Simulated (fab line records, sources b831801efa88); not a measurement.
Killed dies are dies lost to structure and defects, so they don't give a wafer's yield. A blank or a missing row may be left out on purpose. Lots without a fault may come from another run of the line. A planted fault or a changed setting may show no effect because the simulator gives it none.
Tool commonality check | flow gf180mcu | 13 lots, 39 wafers sampled

WHY IT WAS OPENED
At GF_HV_LDD_RS_MEAS_53 the reading HV_LDD_RS is flagged on 3 of 13 lots. Wafers without a fault read 417.9 ohm/sq, standard deviation 1.3.
Rule: a lot is flagged when every wafer of it that has a number lies more than 4 standard deviations from that mean, or none has a number. The other lots count as sound.

lot  | measured     | on            | HV_LDD_RS (ohm/sq), wafer by wafer | flag
L794 | day 12 21:17 | film_metro-04 | 418.9 418.1 418.0                  |
L796 | day 13 11:34 | film_metro-04 | 418.7 418.3 418.6                  |
L799 | day 13 23:24 | film_metro-02 | 450.3 449.9 450.9                  | FLAGGED
L801 | day 14 16:08 | film_metro-04 | 449.2 449.9 449.5                  | FLAGGED
L802 | day 15 03:45 | film_metro-01 | 451.5 451.0 452.3                  | FLAGGED
L807 | day 17 00:52 | film_metro-04 | 416.2 416.4 416.0                  |
L808 | day 17 06:36 | film_metro-02 | 417.3 417.6 418.5                  |
L809 | day 17 09:22 | film_metro-01 | 418.7 419.0 418.7                  |
L810 | day 17 14:06 | film_metro-02 | 417.3 418.7 418.2                  |
L812 | day 18 09:44 | film_metro-02 | 418.4 419.0 417.5                  |
L814 | day 19 03:25 | film_metro-02 | 418.0 418.8 419.0                  |
L815 | day 19 13:06 | film_metro-02 | 417.5 418.3 418.0                  |
L817 | day 20 03:32 | film_metro-01 | 421.1 420.7 420.8                  |
The numbers of the flagged lots are 450.5 ohm/sq on average: +32.6 ohm/sq against the usual, or +25 standard deviations.

WHICH TOOL RAN EACH LOT
The record holds 1 process step before the reading, out of a route of 602 steps. In each cell: the tool, then ch and the chambers that the sampled wafers went through, then the start.
lot  | flag    | GF_HV_LDD_IMPLANT_09
L794 |         | implanter-01 ch 0, day 10 11:08
L796 |         | implanter-01 ch 0, day 10 23:43
L799 | FLAGGED | implanter-01 ch 0, day 11 11:47
L801 | FLAGGED | implanter-01 ch 0, day 12 02:57
L802 | FLAGGED | implanter-01 ch 0, day 12 13:50
L807 |         | implanter-03 ch 0, day 14 06:11
L808 |         | implanter-03 ch 0, day 14 10:45
L809 |         | implanter-03 ch 0, day 14 13:37
L810 |         | implanter-03 ch 0, day 14 18:00
L812 |         | implanter-04 ch 0, day 15 11:24
L814 |         | implanter-04 ch 0, day 16 04:45
L815 |         | implanter-03 ch 0, day 16 12:14
L817 |         | implanter-03 ch 0, day 17 02:15
What these steps do:
- GF_HV_LDD_IMPLANT_09
- GF_HV_LDD_RS_MEAS_53: measures by four-point-probe.

FLAGGED OVER TOTAL, TOOL BY TOOL (the gauges that took the reading come last)
step                 | tool          | lots run | flagged | share of the flagged lots | sound lots run after its first flagged lot
GF_HV_LDD_IMPLANT_09 | implanter-01  | 5        | 3       | all                       | 0
GF_HV_LDD_IMPLANT_09 | implanter-03  | 6        | 0       | none                      | -
GF_HV_LDD_IMPLANT_09 | implanter-04  | 2        | 0       | none                      | -
GF_HV_LDD_RS_MEAS_53 | film_metro-01 | 3        | 1       | some                      | 2 (L809,L817)
GF_HV_LDD_RS_MEAS_53 | film_metro-02 | 6        | 1       | some                      | 5 (L808,L810,L812,L814,L815)
GF_HV_LDD_RS_MEAS_53 | film_metro-04 | 4        | 1       | some                      | 1 (L807)

WHAT THE TABLE ALLOWS
1 row of the table ran every flagged lot: implanter-01 at GF_HV_LDD_IMPLANT_09.
- implanter-01 at GF_HV_LDD_IMPLANT_09: 3 of its 5 lots flagged. Its last sound lot is L796 (day 10 23:43), its first flagged lot L799 (day 11 11:47): a fault that began between those two fits. Its own readings lie more than 4 standard deviations out on every wafer of the flagged lots: beam_on_s, faraday_current_uA.
One tool is left: implanter-01 at GF_HV_LDD_IMPLANT_09.

WHAT THE SIMULATOR HAD PUT IN
Process parameter drift: implanter-01, from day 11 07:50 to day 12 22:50, at GF_HV_LDD_IMPLANT_09. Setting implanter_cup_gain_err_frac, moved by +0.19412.
Lots struck among those shown: L799, L801, L802. The rule above found the same.
